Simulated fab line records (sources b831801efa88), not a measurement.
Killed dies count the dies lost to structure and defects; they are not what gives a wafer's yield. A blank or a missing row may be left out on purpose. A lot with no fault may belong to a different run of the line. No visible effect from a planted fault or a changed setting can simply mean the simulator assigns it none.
Matching of chambers / flow gf180mcu / GF_STI_CMP_25 on cmp-01: 4 sister chambers
The step polishes, stops on Si3N4, t overpolish 33 s, target thk 524.6 nm. 14 wafers are shown with their chamber, then 7 later ones without.

== EACH WAFER AND ITS CHAMBER ==
wafer=L781.1; chamber=1; motor-current-A (A)=11.6; overpolish-run-s (s)=33.006; edge-zone-pressure-frac=1.005
wafer=L781.5; chamber=3; motor-current-A (A)=10.8; overpolish-run-s (s)=33.013; edge-zone-pressure-frac=0.994
wafer=L781.6; chamber=0; motor-current-A (A)=10.2; overpolish-run-s (s)=32.990; edge-zone-pressure-frac=0.998
wafer=L783.2; chamber=0; motor-current-A (A)=10.4; overpolish-run-s (s)=33.000; edge-zone-pressure-frac=1.004
wafer=L783.3; chamber=3; motor-current-A (A)=11.4; overpolish-run-s (s)=33.000; edge-zone-pressure-frac=0.997
wafer=L783.4; chamber=1; motor-current-A (A)=11.8; overpolish-run-s (s)=33.005; edge-zone-pressure-frac=1.002
wafer=L787.1; chamber=1; motor-current-A (A)=11.4; overpolish-run-s (s)=33.005; edge-zone-pressure-frac=1.004
wafer=L787.3; chamber=0; motor-current-A (A)=11.2; overpolish-run-s (s)=32.985; edge-zone-pressure-frac=0.999
wafer=L787.6; chamber=1; motor-current-A (A)=11.7; overpolish-run-s (s)=33.004; edge-zone-pressure-frac=0.997
wafer=L789.2; chamber=2; motor-current-A (A)=11.1; overpolish-run-s (s)=32.996; edge-zone-pressure-frac=1.003
wafer=L789.3; chamber=0; motor-current-A (A)=10.8; overpolish-run-s (s)=32.991; edge-zone-pressure-frac=0.997
wafer=L789.5; chamber=2; motor-current-A (A)=11.3; overpolish-run-s (s)=33.010; edge-zone-pressure-frac=1.005
wafer=L790.2; chamber=2; motor-current-A (A)=10.8; overpolish-run-s (s)=32.998; edge-zone-pressure-frac=1.009
wafer=L790.3; chamber=3; motor-current-A (A)=10.6; overpolish-run-s (s)=32.998; edge-zone-pressure-frac=1.003

SIGNATURES, as means of the wafers listed above
reading=motor-current-A; chamber 0=10.650; chamber 1=11.625; chamber 2=11.067; chamber 3=10.933; scatter within a chamber=0.339
reading=overpolish-run-s; chamber 0=32.99150; chamber 1=33.00500; chamber 2=33.00133; chamber 3=33.00367; scatter within a chamber=0.00605
reading=edge-zone-pressure-frac; chamber 0=0.99950; chamber 1=1.00200; chamber 2=1.00567; chamber 3=0.99800; scatter within a chamber=0.00357
Rule: a wafer's distance from a chamber is the root of the sum, over the readings, of the square of ((its reading less the chamber's mean) divided by the reading's scatter). The wafer belongs to the nearest chamber; if the next one is less than 2 further off, it can't be placed. The scatter: take each reading less its chamber's mean, square it, sum over the shown wafers, divide by the number of wafers less the number of chambers, and take the root.

== WAFERS WITHOUT THEIR CHAMBER ==
wafer=L790.4; motor-current-A (A)=11.8; overpolish-run-s (s)=32.991; edge-zone-pressure-frac=1.001
wafer=L795.1; motor-current-A (A)=10.7; overpolish-run-s (s)=32.999; edge-zone-pressure-frac=1.000
wafer=L795.2; motor-current-A (A)=11.9; overpolish-run-s (s)=32.997; edge-zone-pressure-frac=1.002
wafer=L795.3; motor-current-A (A)=10.5; overpolish-run-s (s)=33.016; edge-zone-pressure-frac=1.014
wafer=L798.2; motor-current-A (A)=11.4; overpolish-run-s (s)=32.998; edge-zone-pressure-frac=0.994
wafer=L798.5; motor-current-A (A)=11.0; overpolish-run-s (s)=32.996; edge-zone-pressure-frac=1.007
wafer=L798.6; motor-current-A (A)=10.2; overpolish-run-s (s)=32.987; edge-zone-pressure-frac=1.000

== THE CHAMBER EACH PASSED THROUGH ==
wafer=L790.4; from the rows above=can't be placed: 1 or 2 or 3 or 0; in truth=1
wafer=L795.1; from the rows above=can't be placed: 3 or 0 or 2 or 1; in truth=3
wafer=L795.2; from the rows above=can't be placed: 1 or 2 or 3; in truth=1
wafer=L795.3; from the rows above=can't be placed: 2 or 1 or 3 or 0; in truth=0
wafer=L798.2; from the rows above=can't be placed: 3 or 1 or 0 or 2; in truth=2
wafer=L798.5; from the rows above=can't be placed: 2 or 0 or 1 or 3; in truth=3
wafer=L798.6; from the rows above=0; in truth=0
1 of 7 placed correctly. From these rows, 6 cannot be placed; in 6 the true chamber is one of the candidates. 0 placed wrongly.
